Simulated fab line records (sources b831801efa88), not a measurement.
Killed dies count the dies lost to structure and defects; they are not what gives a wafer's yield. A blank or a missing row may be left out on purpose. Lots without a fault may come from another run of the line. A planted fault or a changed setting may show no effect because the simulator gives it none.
fab line records || flow gf180mcu || part 2 of 2: steps 26 to 37 of 37
[record] {"lots": 5, "wafers": 15, "lastDay": 32}
route steps=602 shown V4@485 MIM@503
lots that met no fault: from a run of the same line without faults
startH: hours from the record's first day to the start of the lot's first wafer shown || waitH: time in hours since the lot's previous step || " unchanged from the row above || L1.1+2: a single row standing in for several wafers || - no value present, or no start provided || * or withheld: withheld || < > ~ a bound
route shown NAME@n: NAME is a module with steps in the file, n the number in the route of the first one || usual: average and standard deviation across the fault-free wafers || same: alike in all rows || chamber/n: place in a boat || sites: each site's reading || _std_site: standard deviation across them || _edge_site: the outer-site mean with the inner-site mean subtracted || radiusMm: how far each site lies from the wafer's centre || mask NAME#n: copy n || behind: the last tool/chamber to shape the wafer || hold: the reason the lot was held/the length of the hold in hours/how it ended || device: the transistor (n, p or np) that didn't switch || end of line: the tests these same wafers got at the end of their route || a step without rows: its recipe alone || killed: not the wafer's yield, but the dies lost to structure and defects at the first sort || map: the dies of a wafer, with x for killed, . for not killed, _ for no die there
set.NAME: setting as actually run; set.NAME@STEP: the setting as run at that earlier step || model.NAME: the simulator's own value behind a step, which no gauge read
certain route steps with their lots: each step a table, each wafer a row
services: from which hour (startH, from the record's first day; less than 0 if before it) a tool's chamber was out of use, for how many hours, and why
[[steps]]
[step GF_MIM_SPUTTER_07]
[recipe] {"material": "TiN", "targetThkNm": 60, "powerW": 6500, "timeS": 50, "chamberPressurePa": 0.4}
[usual] {"throttleValvePct": "30.1/1"}
{"lot.wafer": "L075.2", "tool": "pvdSputter-03", "chamber": "-", "startH": 592.78, "waitH": 0.0, "throttleValvePct": 29.6}
{"lot.wafer": "L075.3", "tool": "pvdSputter-03", "chamber": "-", "startH": 592.78, "waitH": 0.0, "throttleValvePct": 33.5}
{"lot.wafer": "L075.5", "tool": "pvdSputter-03", "chamber": "-", "startH": 592.78, "waitH": 0.0, "throttleValvePct": 31.1}
{"lot.wafer": "L076.2", "tool": "pvdSputter-02", "chamber": "-", "startH": 611.63, "waitH": 0.0, "throttleValvePct": 30.0}
{"lot.wafer": "L076.3", "tool": "pvdSputter-02", "chamber": "-", "startH": 611.63, "waitH": 0.0, "throttleValvePct": 29.5}
{"lot.wafer": "L076.4", "tool": "pvdSputter-02", "chamber": "-", "startH": 611.63, "waitH": 0.0, "throttleValvePct": 31.9}
{"lot.wafer": "L079.3", "tool": "pvdSputter-02", "chamber": "-", "startH": 621.68, "waitH": 0.0, "throttleValvePct": 31.7}
{"lot.wafer": "L079.5", "tool": "pvdSputter-02", "chamber": "-", "startH": 621.68, "waitH": 0.0, "throttleValvePct": 30.2}
{"lot.wafer": "L079.6", "tool": "pvdSputter-02", "chamber": "-", "startH": 621.68, "waitH": 0.0, "throttleValvePct": 31.6}
{"lot.wafer": "L080.3", "tool": "pvdSputter-01", "chamber": "-", "startH": 635.49, "waitH": 0.0, "throttleValvePct": 30.5}
{"lot.wafer": "L080.5", "tool": "pvdSputter-01", "chamber": "-", "startH": 635.49, "waitH": 0.0, "throttleValvePct": 28.5}
{"lot.wafer": "L080.6", "tool": "pvdSputter-01", "chamber": "-", "startH": 635.49, "waitH": 0.0, "throttleValvePct": 28.9}
{"lot.wafer": "L083.1", "tool": "pvdSputter-02", "chamber": "-", "startH": 658.77, "waitH": 0.1, "throttleValvePct": 29.9}
{"lot.wafer": "L083.2", "tool": "pvdSputter-02", "chamber": "-", "startH": 658.77, "waitH": 0.1, "throttleValvePct": 29.5}
{"lot.wafer": "L083.3", "tool": "pvdSputter-02", "chamber": "-", "startH": 658.77, "waitH": 0.1, "throttleValvePct": 31.9}
[step GF_MIM_SPUTTER_08]
[recipe] {"material": "AlCu", "targetThkNm": 200, "powerW": 10600, "timeS": 10.6, "chamberPressurePa": 0.4}
[usual] {"throttleValvePct": "30.0/0.99"}
{"lot.wafer": "L075.2", "tool": "pvdSputter-03", "chamber": "-", "startH": 592.82, "waitH": 0.0, "throttleValvePct": 30.1}
{"lot.wafer": "L075.3", "tool": "pvdSputter-03", "chamber": "-", "startH": 592.82, "waitH": 0.0, "throttleValvePct": 33.3}
{"lot.wafer": "L075.5", "tool": "pvdSputter-03", "chamber": "-", "startH": 592.82, "waitH": 0.0, "throttleValvePct": 31.3}
{"lot.wafer": "L076.2", "tool": "pvdSputter-02", "chamber": "-", "startH": 611.67, "waitH": 0.0, "throttleValvePct": 29.9}
{"lot.wafer": "L076.3", "tool": "pvdSputter-02", "chamber": "-", "startH": 611.67, "waitH": 0.0, "throttleValvePct": 29.6}
{"lot.wafer": "L076.4", "tool": "pvdSputter-02", "chamber": "-", "startH": 611.67, "waitH": 0.0, "throttleValvePct": 31.6}
{"lot.wafer": "L079.3", "tool": "pvdSputter-02", "chamber": "-", "startH": 621.72, "waitH": 0.0, "throttleValvePct": 31.5}
{"lot.wafer": "L079.5", "tool": "pvdSputter-02", "chamber": "-", "startH": 621.72, "waitH": 0.0, "throttleValvePct": 30.1}
{"lot.wafer": "L079.6", "tool": "pvdSputter-02", "chamber": "-", "startH": 621.72, "waitH": 0.0, "throttleValvePct": 31.8}
{"lot.wafer": "L080.3", "tool": "pvdSputter-01", "chamber": "-", "startH": 635.53, "waitH": 0.0, "throttleValvePct": 30.2}
{"lot.wafer": "L080.5", "tool": "pvdSputter-01", "chamber": "-", "startH": 635.53, "waitH": 0.0, "throttleValvePct": 28.7}
{"lot.wafer": "L080.6", "tool": "pvdSputter-01", "chamber": "-", "startH": 635.53, "waitH": 0.0, "throttleValvePct": 29.0}
{"lot.wafer": "L083.1", "tool": "pvdSputter-02", "chamber": "-", "startH": 658.82, "waitH": 0.0, "throttleValvePct": 30.0}
{"lot.wafer": "L083.2", "tool": "pvdSputter-02", "chamber": "-", "startH": 658.82, "waitH": 0.0, "throttleValvePct": 29.6}
{"lot.wafer": "L083.3", "tool": "pvdSputter-02", "chamber": "-", "startH": 658.82, "waitH": 0.0, "throttleValvePct": 31.4}
[step GF_MIM_SPUTTER_09]
[recipe] {"material": "TiN", "targetThkNm": 35, "powerW": 6500, "timeS": 29.2, "chamberPressurePa": 0.4}
[usual] {"throttleValvePct": "30.1/1"}
{"lot.wafer": "L075.2", "tool": "pvdSputter-03", "chamber": "-", "startH": 592.84, "waitH": 0.0, "throttleValvePct": 30.2}
{"lot.wafer": "L075.3", "tool": "pvdSputter-03", "chamber": "-", "startH": 592.84, "waitH": 0.0, "throttleValvePct": 33.4}
{"lot.wafer": "L075.5", "tool": "pvdSputter-03", "chamber": "-", "startH": 592.84, "waitH": 0.0, "throttleValvePct": 31.4}
{"lot.wafer": "L076.2", "tool": "pvdSputter-02", "chamber": "-", "startH": 611.70, "waitH": 0.0, "throttleValvePct": 30.0}
{"lot.wafer": "L076.3", "tool": "pvdSputter-02", "chamber": "-", "startH": 611.70, "waitH": 0.0, "throttleValvePct": 29.8}
{"lot.wafer": "L076.4", "tool": "pvdSputter-02", "chamber": "-", "startH": 611.70, "waitH": 0.0, "throttleValvePct": 31.6}
{"lot.wafer": "L079.3", "tool": "pvdSputter-02", "chamber": "-", "startH": 621.75, "waitH": 0.0, "throttleValvePct": 31.6}
{"lot.wafer": "L079.5", "tool": "pvdSputter-02", "chamber": "-", "startH": 621.75, "waitH": 0.0, "throttleValvePct": 30.2}
{"lot.wafer": "L079.6", "tool": "pvdSputter-02", "chamber": "-", "startH": 621.75, "waitH": 0.0, "throttleValvePct": 31.8}
{"lot.wafer": "L080.3", "tool": "pvdSputter-01", "chamber": "-", "startH": 635.55, "waitH": 0.0, "throttleValvePct": 30.4}
{"lot.wafer": "L080.5", "tool": "pvdSputter-01", "chamber": "-", "startH": 635.55, "waitH": 0.0, "throttleValvePct": 28.9}
{"lot.wafer": "L080.6", "tool": "pvdSputter-01", "chamber": "-", "startH": 635.55, "waitH": 0.0, "throttleValvePct": 29.1}
{"lot.wafer": "L083.1", "tool": "pvdSputter-02", "chamber": "-", "startH": 658.84, "waitH": 0.0, "throttleValvePct": 30.3}
{"lot.wafer": "L083.2", "tool": "pvdSputter-02", "chamber": "-", "startH": 658.84, "waitH": 0.0, "throttleValvePct": 29.7}
{"lot.wafer": "L083.3", "tool": "pvdSputter-02", "chamber": "-", "startH": 658.84, "waitH": 0.0, "throttleValvePct": 31.8}
[step GF_MIM_RS_MEAS_10]
[recipe] {"thkMeasGauge": "four-point-probe", "reads": "TiN_of_MIM_SPUTTER_09+AlCu_of_MIM_SPUTTER_08+TiN_of_MIM_SPUTTER_07"}
[usual] {"MIM_ALCU_RS": "0.1600/0.0017"}
{"lot.wafer": "L075.2", "tool": "filmMetro-04", "chamber": "-", "startH": 592.90, "waitH": 0.0, "MIM_ALCU_RS[ohm/sq]": 0.1581}
{"lot.wafer": "L075.3", "tool": "filmMetro-04", "chamber": "-", "startH": 592.90, "waitH": 0.0, "MIM_ALCU_RS[ohm/sq]": 0.1612}
{"lot.wafer": "L075.5", "tool": "filmMetro-04", "chamber": "-", "startH": 592.90, "waitH": 0.0, "MIM_ALCU_RS[ohm/sq]": 0.1595}
{"lot.wafer": "L076.2", "tool": "filmMetro-02", "chamber": "-", "startH": 611.75, "waitH": 0.0, "MIM_ALCU_RS[ohm/sq]": 0.1588}
{"lot.wafer": "L076.3", "tool": "filmMetro-02", "chamber": "-", "startH": 611.75, "waitH": 0.0, "MIM_ALCU_RS[ohm/sq]": 0.1590}
{"lot.wafer": "L076.4", "tool": "filmMetro-02", "chamber": "-", "startH": 611.75, "waitH": 0.0, "MIM_ALCU_RS[ohm/sq]": 0.1605}
{"lot.wafer": "L079.3", "tool": "filmMetro-02", "chamber": "-", "startH": 621.82, "waitH": 0.1, "MIM_ALCU_RS[ohm/sq]": 0.1586}
{"lot.wafer": "L079.5", "tool": "filmMetro-02", "chamber": "-", "startH": 621.82, "waitH": 0.1, "MIM_ALCU_RS[ohm/sq]": 0.1598}
{"lot.wafer": "L079.6", "tool": "filmMetro-02", "chamber": "-", "startH": 621.82, "waitH": 0.1, "MIM_ALCU_RS[ohm/sq]": 0.1598}
{"lot.wafer": "L080.3", "tool": "filmMetro-02", "chamber": "-", "startH": 635.63, "waitH": 0.1, "MIM_ALCU_RS[ohm/sq]": 0.1581}
{"lot.wafer": "L080.5", "tool": "filmMetro-02", "chamber": "-", "startH": 635.63, "waitH": 0.1, "MIM_ALCU_RS[ohm/sq]": 0.1597}
{"lot.wafer": "L080.6", "tool": "filmMetro-02", "chamber": "-", "startH": 635.63, "waitH": 0.1, "MIM_ALCU_RS[ohm/sq]": 0.1590}
{"lot.wafer": "L083.1", "tool": "filmMetro-03", "chamber": "-", "startH": 658.87, "waitH": 0.0, "MIM_ALCU_RS[ohm/sq]": 0.1603}
{"lot.wafer": "L083.2", "tool": "filmMetro-03", "chamber": "-", "startH": 658.87, "waitH": 0.0, "MIM_ALCU_RS[ohm/sq]": 0.1595}
{"lot.wafer": "L083.3", "tool": "filmMetro-03", "chamber": "-", "startH": 658.87, "waitH": 0.0, "MIM_ALCU_RS[ohm/sq]": 0.1594}
[step GF_MIM_THK_MEAS_11]
[recipe] {"thkMeasGauge": "xrf", "reads": "AlCu_of_MIM_SPUTTER_08"}
[usual] {"MIM_ALCU_THK": "200.9/2.1"}
{"lot.wafer": "L075.2", "tool": "filmMetro-04", "chamber": "-", "startH": 593.01, "waitH": 0.1, "MIM_ALCU_THK[nm]": 203.6}
{"lot.wafer": "L075.3", "tool": "filmMetro-04", "chamber": "-", "startH": 593.01, "waitH": 0.1, "MIM_ALCU_THK[nm]": 198.9}
{"lot.wafer": "L075.5", "tool": "filmMetro-04", "chamber": "-", "startH": 593.01, "waitH": 0.1, "MIM_ALCU_THK[nm]": 198.7}
{"lot.wafer": "L076.2", "tool": "filmMetro-02", "chamber": "-", "startH": 611.86, "waitH": 0.1, "MIM_ALCU_THK[nm]": 203.2}
{"lot.wafer": "L076.3", "tool": "filmMetro-02", "chamber": "-", "startH": 611.86, "waitH": 0.1, "MIM_ALCU_THK[nm]": 201.4}
{"lot.wafer": "L076.4", "tool": "filmMetro-02", "chamber": "-", "startH": 611.86, "waitH": 0.1, "MIM_ALCU_THK[nm]": 201.5}
{"lot.wafer": "L079.3", "tool": "filmMetro-02", "chamber": "-", "startH": 621.92, "waitH": 0.1, "MIM_ALCU_THK[nm]": 202.0}
{"lot.wafer": "L079.5", "tool": "filmMetro-02", "chamber": "-", "startH": 621.92, "waitH": 0.1, "MIM_ALCU_THK[nm]": 202.7}
{"lot.wafer": "L079.6", "tool": "filmMetro-02", "chamber": "-", "startH": 621.92, "waitH": 0.1, "MIM_ALCU_THK[nm]": 202.9}
{"lot.wafer": "L080.3", "tool": "filmMetro-02", "chamber": "-", "startH": 635.73, "waitH": 0.1, "MIM_ALCU_THK[nm]": 205.1}
{"lot.wafer": "L080.5", "tool": "filmMetro-02", "chamber": "-", "startH": 635.73, "waitH": 0.1, "MIM_ALCU_THK[nm]": 201.4}
{"lot.wafer": "L080.6", "tool": "filmMetro-02", "chamber": "-", "startH": 635.73, "waitH": 0.1, "MIM_ALCU_THK[nm]": 203.3}
{"lot.wafer": "L083.1", "tool": "filmMetro-03", "chamber": "-", "startH": 658.99, "waitH": 0.1, "MIM_ALCU_THK[nm]": 200.5}
{"lot.wafer": "L083.2", "tool": "filmMetro-03", "chamber": "-", "startH": 658.99, "waitH": 0.1, "MIM_ALCU_THK[nm]": 201.0}
{"lot.wafer": "L083.3", "tool": "filmMetro-03", "chamber": "-", "startH": 658.99, "waitH": 0.1, "MIM_ALCU_THK[nm]": 200.6}
[step GF_MIM_DEHYDRATE_12]
[recipe] {"tempC": 200, "timeS": 60}
{"lot.wafer": "L075.2+3+5", "tool": "lithoTrack-04", "chamber": 0, "startH": 604.06, "waitH": 11.0}
{"lot.wafer": "L076.2+3+4", "tool": "lithoTrack-02", "chamber": 0, "startH": 621.28, "waitH": 9.4}
{"lot.wafer": "L079.3+5+6", "tool": "lithoTrack-01", "chamber": 0, "startH": 632.50, "waitH": 10.6}
{"lot.wafer": "L080.3+5+6", "tool": "lithoTrack-01", "chamber": 0, "startH": 645.15, "waitH": 9.4}
{"lot.wafer": "L083.1+2+3", "tool": "lithoTrack-02", "chamber": 0, "startH": 667.80, "waitH": 8.8}
[step GF_MIM_HMDS_13]
[recipe] {"primeTimeS": 60, "primeTempC": 120}
{"lot.wafer": "L075.2+3+5", "tool": "lithoTrack-04", "chamber": 0, "startH": 604.21, "waitH": 0.1}
{"lot.wafer": "L076.2+3+4", "tool": "lithoTrack-02", "chamber": 0, "startH": 621.43, "waitH": 0.1}
{"lot.wafer": "L079.3+5+6", "tool": "lithoTrack-01", "chamber": 0, "startH": 632.65, "waitH": 0.1}
{"lot.wafer": "L080.3+5+6", "tool": "lithoTrack-01", "chamber": 0, "startH": 645.30, "waitH": 0.1}
{"lot.wafer": "L083.1+2+3", "tool": "lithoTrack-02", "chamber": 0, "startH": 667.95, "waitH": 0.1}
[step GF_MIM_COAT_14]
[recipe] {"resist": "NOVOLAK", "spinRpm": 3000, "resistThkNm": 1000}
[usual] {"spinSpeedRpm": "3000.0/1.9"}
{"lot.wafer": "L075.2", "tool": "lithoTrack-04", "chamber": 0, "startH": 604.36, "waitH": 0.1, "spinSpeedRpm": 2999.4}
{"lot.wafer": "L075.3", "tool": "lithoTrack-04", "chamber": 0, "startH": 604.36, "waitH": 0.1, "spinSpeedRpm": 2999.9}
{"lot.wafer": "L075.5", "tool": "lithoTrack-04", "chamber": 0, "startH": 604.36, "waitH": 0.1, "spinSpeedRpm": 3002.4}
{"lot.wafer": "L076.2", "tool": "lithoTrack-02", "chamber": 0, "startH": 621.58, "waitH": 0.1, "spinSpeedRpm": 2997.8}
{"lot.wafer": "L076.3", "tool": "lithoTrack-02", "chamber": 0, "startH": 621.58, "waitH": 0.1, "spinSpeedRpm": 2996.8}
{"lot.wafer": "L076.4", "tool": "lithoTrack-02", "chamber": 0, "startH": 621.58, "waitH": 0.1, "spinSpeedRpm": 2996.2}
{"lot.wafer": "L079.3", "tool": "lithoTrack-01", "chamber": 0, "startH": 632.80, "waitH": 0.1, "spinSpeedRpm": 3001.5}
{"lot.wafer": "L079.5", "tool": "lithoTrack-01", "chamber": 0, "startH": 632.80, "waitH": 0.1, "spinSpeedRpm": 3003.7}
{"lot.wafer": "L079.6", "tool": "lithoTrack-01", "chamber": 0, "startH": 632.80, "waitH": 0.1, "spinSpeedRpm": 3001.9}
{"lot.wafer": "L080.3", "tool": "lithoTrack-01", "chamber": 0, "startH": 645.45, "waitH": 0.1, "spinSpeedRpm": 2997.2}
{"lot.wafer": "L080.5", "tool": "lithoTrack-01", "chamber": 0, "startH": 645.45, "waitH": 0.1, "spinSpeedRpm": 2998.3}
{"lot.wafer": "L080.6", "tool": "lithoTrack-01", "chamber": 0, "startH": 645.45, "waitH": 0.1, "spinSpeedRpm": 3000.6}
{"lot.wafer": "L083.1", "tool": "lithoTrack-02", "chamber": 0, "startH": 668.10, "waitH": 0.1, "spinSpeedRpm": 3000.9}
{"lot.wafer": "L083.2", "tool": "lithoTrack-02", "chamber": 0, "startH": 668.10, "waitH": 0.1, "spinSpeedRpm": 2998.0}
{"lot.wafer": "L083.3", "tool": "lithoTrack-02", "chamber": 0, "startH": 668.10, "waitH": 0.1, "spinSpeedRpm": 2999.3}
[step GF_MIM_SOFTBAKE_15]
[recipe] {"tempC": 90, "timeS": 60, "resist": "NOVOLAK"}
{"lot.wafer": "L075.2+3+5", "tool": "lithoTrack-04", "chamber": 0, "startH": 604.51, "waitH": 0.1}
{"lot.wafer": "L076.2+3+4", "tool": "lithoTrack-02", "chamber": 0, "startH": 621.73, "waitH": 0.1}
{"lot.wafer": "L079.3+5+6", "tool": "lithoTrack-01", "chamber": 0, "startH": 632.95, "waitH": 0.1}
{"lot.wafer": "L080.3+5+6", "tool": "lithoTrack-01", "chamber": 0, "startH": 645.60, "waitH": 0.1}
{"lot.wafer": "L083.1+2+3", "tool": "lithoTrack-02", "chamber": 0, "startH": 668.25, "waitH": 0.1}
[step GF_MIM_EXPOSE_16]
[recipe] {"maskId": "FuseTop", "targetCdNm": 2000, "na": 0.6, "sourceShape": "conventional", "sigmaOuter": 0.6, "doseMj": 140}
[usual] {"stageVelMmS": "499.95/0.25"}
{"lot.wafer": "L075.2", "tool": "ilineStepper-01", "chamber": 0, "startH": "-", "waitH": "-", "mask": "FuseTop#0", "stageVelMmS": 499.67}
{"lot.wafer": "L075.3", "tool": "ilineStepper-01", "chamber": 0, "startH": "-", "waitH": "-", "mask": "FuseTop#0", "stageVelMmS": 499.39}
{"lot.wafer": "L075.5", "tool": "ilineStepper-01", "chamber": 0, "startH": "-", "waitH": "-", "mask": "FuseTop#0", "stageVelMmS": 499.91}
{"lot.wafer": "L076.2", "tool": "ilineStepper-02", "chamber": 0, "startH": "-", "waitH": "-", "mask": "FuseTop#0", "stageVelMmS": 499.97}
{"lot.wafer": "L076.3", "tool": "ilineStepper-02", "chamber": 0, "startH": "-", "waitH": "-", "mask": "FuseTop#0", "stageVelMmS": 500.14}
{"lot.wafer": "L076.4", "tool": "ilineStepper-02", "chamber": 0, "startH": "-", "waitH": "-", "mask": "FuseTop#0", "stageVelMmS": 500.14}
{"lot.wafer": "L079.3", "tool": "ilineStepper-01", "chamber": 0, "startH": "-", "waitH": "-", "mask": "FuseTop#0", "stageVelMmS": 500.22}
{"lot.wafer": "L079.5", "tool": "ilineStepper-01", "chamber": 0, "startH": "-", "waitH": "-", "mask": "FuseTop#0", "stageVelMmS": 500.14}
{"lot.wafer": "L079.6", "tool": "ilineStepper-01", "chamber": 0, "startH": "-", "waitH": "-", "mask": "FuseTop#0", "stageVelMmS": 499.96}
{"lot.wafer": "L080.3", "tool": "ilineStepper-02", "chamber": 0, "startH": "-", "waitH": "-", "mask": "FuseTop#0", "stageVelMmS": 499.85}
{"lot.wafer": "L080.5", "tool": "ilineStepper-02", "chamber": 0, "startH": "-", "waitH": "-", "mask": "FuseTop#0", "stageVelMmS": 499.78}
{"lot.wafer": "L080.6", "tool": "ilineStepper-02", "chamber": 0, "startH": "-", "waitH": "-", "mask": "FuseTop#0", "stageVelMmS": 499.76}
{"lot.wafer": "L083.1", "tool": "ilineStepper-02", "chamber": 0, "startH": "-", "waitH": "-", "mask": "FuseTop#0", "stageVelMmS": 499.92}
{"lot.wafer": "L083.2", "tool": "ilineStepper-02", "chamber": 0, "startH": "-", "waitH": "-", "mask": "FuseTop#0", "stageVelMmS": 499.91}
{"lot.wafer": "L083.3", "tool": "ilineStepper-02", "chamber": 0, "startH": "-", "waitH": "-", "mask": "FuseTop#0", "stageVelMmS": 499.92}
[step GF_MIM_PEB_17]
[recipe] {"tempC": "withheld", "timeS": "*", "resist": "NOVOLAK"}
{"lot.wafer": "L075.2+3+5", "tool": "lithoTrack-02", "chamber": 0, "startH": "-", "waitH": "-"}
{"lot.wafer": "L076.2+3+4", "tool": "lithoTrack-02", "chamber": 0, "startH": "-", "waitH": "-"}
{"lot.wafer": "L079.3+5+6", "tool": "lithoTrack-01", "chamber": 0, "startH": "-", "waitH": "-"}
{"lot.wafer": "L080.3+5+6", "tool": "lithoTrack-01", "chamber": 0, "startH": "-", "waitH": "-"}
{"lot.wafer": "L083.1+2+3", "tool": "lithoTrack-01", "chamber": 0, "startH": "-", "waitH": "-"}
[step GF_MIM_DEVELOP_18]
[recipe] {"developTimeS": 60, "devTempC": 23}
{"lot.wafer": "L075.2+3+5", "tool": "lithoTrack-02", "chamber": 0, "startH": 614.43, "waitH": 0.1}
{"lot.wafer": "L076.2+3+4", "tool": "lithoTrack-02", "chamber": 0, "startH": 632.98, "waitH": 0.1}
{"lot.wafer": "L079.3+5+6", "tool": "lithoTrack-01", "chamber": 0, "startH": 643.10, "waitH": 0.1}
{"lot.wafer": "L080.3+5+6", "tool": "lithoTrack-01", "chamber": 0, "startH": 656.20, "waitH": 0.1}
{"lot.wafer": "L083.1+2+3", "tool": "lithoTrack-01", "chamber": 0, "startH": 678.35, "waitH": 0.1}
[[services]]
{"tool": "krfScanner-02", "chamber": "-", "startH": 556.17, "hours": 15.0, "kind": "repair"}
{"tool": "pvdSputter-03", "chamber": "-", "startH": 556.24, "hours": 15.3, "kind": "repair"}
{"tool": "plasmaAsher-02", "chamber": "-", "startH": 557.85, "hours": 31.1, "kind": "repair"}
{"tool": "rieDiel-01", "chamber": 0, "startH": 562.01, "hours": 9.9, "kind": "repair"}
{"tool": "cvdW-02", "chamber": 0, "startH": 563.52, "hours": 8.6, "kind": "repair"}
{"tool": "cmp-02", "chamber": "-", "startH": 573.50, "hours": 4.0, "kind": "pm"}
{"tool": "rieDiel-04", "chamber": "-", "startH": 577.93, "hours": 0.5, "kind": "repair"}
{"tool": "krfScanner-01", "chamber": "-", "startH": 579.85, "hours": 0.8, "kind": "pm"}
{"tool": "rieDiel-02", "chamber": "-", "startH": 583.33, "hours": 0.7, "kind": "repair"}
{"tool": "rieDiel-01", "chamber": 3, "startH": 588.98, "hours": 6.1, "kind": "repair"}
{"tool": "rieDiel-01", "chamber": "-", "startH": 591.56, "hours": 14.6, "kind": "pm"}
{"tool": "ilineStepper-01", "chamber": "-", "startH": 592.60, "hours": 1.7, "kind": "pm"}
{"tool": "cmp-02", "chamber": "-", "startH": 593.57, "hours": 1.4, "kind": "repair"}
{"tool": "cvdW-02", "chamber": "-", "startH": 594.45, "hours": 1.6, "kind": "repair"}
{"tool": "ilineStepper-01", "chamber": "-", "startH": 610.49, "hours": 10.8, "kind": "repair"}
{"tool": "wetBench-01", "chamber": "-", "startH": 617.60, "hours": 1.5, "kind": "repair"}
{"tool": "krfScanner-01", "chamber": "-", "startH": 627.26, "hours": 0.8, "kind": "repair"}
{"tool": "pvdSputter-02", "chamber": "-", "startH": 628.19, "hours": 1.6, "kind": "repair"}
{"tool": "pvdSputter-01", "chamber": "-", "startH": 628.97, "hours": 1.1, "kind": "repair"}
{"tool": "rieDiel-04", "chamber": "-", "startH": 630.00, "hours": 0.6, "kind": "repair"}
{"tool": "rieDiel-01", "chamber": 0, "startH": 650.52, "hours": 12.6, "kind": "repair"}
{"tool": "pvdSputter-02", "chamber": "-", "startH": 651.07, "hours": 2.7, "kind": "repair"}
{"tool": "rieDiel-01", "chamber": 0, "startH": 664.08, "hours": 1.9, "kind": "repair"}
{"tool": "rieDiel-01", "chamber": 2, "startH": 670.31, "hours": 8.9, "kind": "repair"}
